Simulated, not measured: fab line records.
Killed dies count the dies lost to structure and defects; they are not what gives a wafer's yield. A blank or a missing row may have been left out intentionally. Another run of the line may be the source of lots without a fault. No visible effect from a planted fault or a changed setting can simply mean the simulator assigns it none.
Which of the tools did it? -- flow sky130 -- 11 lots, 33 wafers sampled, at 3 steps of a route of 708

## WHAT THE GAUGES SHOWED, per wafer
SKY_LOCAL_INTERCONNECT_RS_MEAS_01: uses a four-point probe to measure.
lot,measured,on,LOCAL_INTERCONNECT_TIN_RS (ohm/sq)
L196,day 30 22:31,film_metro-02,13.92 13.87 14.05
L199,day 31 19:49,film_metro-01,14.24 14.18 14.40
L202,day 32 16:59,film_metro-01,14.04 14.14 16.21
L203,day 33 01:55,film_metro-01,16.13 14.04 14.06
L205,day 33 23:57,film_metro-01,14.40 13.98 14.26
L208,day 34 13:26,film_metro-01,13.96 13.98 14.18
L209,day 34 17:37,film_metro-03,14.17 14.01 13.94
L211,day 35 11:56,film_metro-01,13.98 14.12 14.08
L212,day 36 00:59,film_metro-02,14.04 14.01 14.08
L213,day 36 03:53,film_metro-02,14.30 14.21 14.33
L215,day 36 13:17,film_metro-03,14.29 14.08 14.15

## EACH LOT AND THE TOOL THAT RAN IT (in order: tool; ch and the chambers of the sampled wafers; start)
lot,SKY_LI_CONTACT_SPUTTER_20,SKY_LOCAL_INTERCONNECT_SPUTTER_00
L196,"pvd_sputter-01, day 30 21:37","pvd_sputter-04, day 30 22:25"
L199,"pvd_sputter-01, day 31 18:55","pvd_sputter-02, day 31 19:44"
L202,"pvd_sputter-01, day 32 15:48","pvd_sputter-04, day 32 16:53"
L203,"pvd_sputter-02, day 33 00:59","pvd_sputter-04, day 33 01:50"
L205,"pvd_sputter-01, day 33 23:12","pvd_sputter-03, day 33 23:52"
L208,"pvd_sputter-01, day 34 12:42","pvd_sputter-02, day 34 13:22"
L209,"pvd_sputter-03, day 34 16:53","pvd_sputter-02, day 34 17:34"
L211,"pvd_sputter-02, day 35 11:11","pvd_sputter-04, day 35 11:52"
L212,"pvd_sputter-01, day 36 00:12","pvd_sputter-04, day 36 00:52"
L213,"pvd_sputter-03, day 36 03:09","pvd_sputter-04, day 36 03:49"
L215,"pvd_sputter-02, day 36 12:33","pvd_sputter-03, day 36 13:13"
- SKY_LI_CONTACT_SPUTTER_20: material TiN, target thk 20 nm, time 80 s.
- SKY_LOCAL_INTERCONNECT_SPUTTER_00: material TiN, target thk 100 nm, time 83.3 s.

## THE ANSWER, worked out from the rows above alone
Rule: the usual values come from the lots themselves. Put in order of their means at a reading, lots are off if they are a third of the lots or fewer, leave a main group of 4 or more, and stand apart from it by a gap of 3 or more times the standard deviation of the main group's means; of several such gaps the widest counts. If all means in a main group match to the digits the tables above print for the reading, that group is not used. Also off: a lot with no number at a reading for which 4 or more lots have one. Where the step has rows for the other lots, those lots are counted as sound.
Off: L202, L203, seen at SKY_LOCAL_INTERCONNECT_RS_MEAS_01 (LOCAL_INTERCONNECT_TIN_RS). The main group has a mean of 14.12 ohm/sq with a standard deviation of 0.11.
If a tool, at a process step before that reading, ran all the lots that are off and no sound lot after the first of them, it fits. Gauges at SKY_LOCAL_INTERCONNECT_RS_MEAS_01: tried the same way as those tools. None of those tried fits.

## WHAT HAD BEEN PUT IN BY THE SIMULATOR
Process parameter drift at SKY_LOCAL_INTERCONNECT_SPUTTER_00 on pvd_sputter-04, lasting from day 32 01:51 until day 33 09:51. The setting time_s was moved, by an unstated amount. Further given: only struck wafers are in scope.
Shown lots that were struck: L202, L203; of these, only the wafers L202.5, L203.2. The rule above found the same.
